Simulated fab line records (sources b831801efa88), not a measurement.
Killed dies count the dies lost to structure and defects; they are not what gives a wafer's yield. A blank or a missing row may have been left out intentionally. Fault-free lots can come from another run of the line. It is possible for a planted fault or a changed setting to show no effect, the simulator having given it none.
Chamber matching / flow gf180mcu / GF_CONTACT_CMP_04 on cmp-01 has 4 sister chambers
The step polishes SiO2. 8 wafers are shown with their chamber, then 12 later ones without.

WAFERS WITH THEIR CHAMBER
wafer=L084.3; chamber=2; motor-current-A (A)=10.3; retaining-ring-pressure-frac=1.000
wafer=L087.3; chamber=3; motor-current-A (A)=9.7; retaining-ring-pressure-frac=0.997
wafer=L087.4; chamber=2; motor-current-A (A)=9.6; retaining-ring-pressure-frac=0.990
wafer=L089.4; chamber=0; motor-current-A (A)=13.5; retaining-ring-pressure-frac=0.992
wafer=L089.6; chamber=1; motor-current-A (A)=12.5; retaining-ring-pressure-frac=1.008
wafer=L090.3; chamber=1; motor-current-A (A)=12.4; retaining-ring-pressure-frac=1.002
wafer=L090.4; chamber=3; motor-current-A (A)=10.3; retaining-ring-pressure-frac=1.004
wafer=L090.6; chamber=0; motor-current-A (A)=13.1; retaining-ring-pressure-frac=1.001

WAFERS WITH NO CHAMBER GIVEN
wafer=L091.1; motor-current-A (A)=10.1; retaining-ring-pressure-frac=0.996
wafer=L091.2; motor-current-A (A)=10.7; retaining-ring-pressure-frac=1.001
wafer=L091.6; motor-current-A (A)=10.2; retaining-ring-pressure-frac=0.995
wafer=L092.2; motor-current-A (A)=9.7; retaining-ring-pressure-frac=1.005
wafer=L092.4; motor-current-A (A)=13.2; retaining-ring-pressure-frac=0.998
wafer=L092.6; motor-current-A (A)=10.6; retaining-ring-pressure-frac=0.995
wafer=L096.1; motor-current-A (A)=13.4; retaining-ring-pressure-frac=1.004
wafer=L096.3; motor-current-A (A)=10.2; retaining-ring-pressure-frac=1.004
wafer=L096.6; motor-current-A (A)=10.6; retaining-ring-pressure-frac=1.002
wafer=L097.1; motor-current-A (A)=14.1; retaining-ring-pressure-frac=1.003
wafer=L097.2; motor-current-A (A)=10.6; retaining-ring-pressure-frac=1.008
wafer=L097.3; motor-current-A (A)=10.2; retaining-ring-pressure-frac=1.000

EACH ONE'S CHAMBER
wafer=L091.1; from the rows above=can't be placed: 2 or 3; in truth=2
wafer=L091.2; from the rows above=can't be placed: 3 or 2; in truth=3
wafer=L091.6; from the rows above=can't be placed: 2 or 3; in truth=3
wafer=L092.2; from the rows above=can't be placed: 3 or 2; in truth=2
wafer=L092.4; from the rows above=0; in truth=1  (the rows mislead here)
wafer=L092.6; from the rows above=can't be placed: 2 or 3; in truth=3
wafer=L096.1; from the rows above=can't be placed: 0 or 1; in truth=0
wafer=L096.3; from the rows above=can't be placed: 3 or 2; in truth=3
wafer=L096.6; from the rows above=can't be placed: 3 or 2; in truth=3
wafer=L097.1; from the rows above=0; in truth=0
wafer=L097.2; from the rows above=can't be placed: 3 or 2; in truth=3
wafer=L097.3; from the rows above=can't be placed: 3 or 2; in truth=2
Correct placement for 1 of the 12. Cannot be placed on the basis of these rows: 10; the candidates contain the true chamber in 10. 1 placed wrongly.
How it was worked out, from the rows above alone: a wafer's distance from a chamber is the root of the sum, over the readings, of the square of ((its reading less the chamber's mean) divided by the reading's scatter). The wafer belongs to the nearest chamber; if the next one is less than 2 further off, it can't be placed. For every chamber, the mean is computed from those of its wafers that are shown. The scatter: take each reading less its chamber's mean, square it, sum over the shown wafers, divide by the number of wafers less the number of chambers, and take the root.
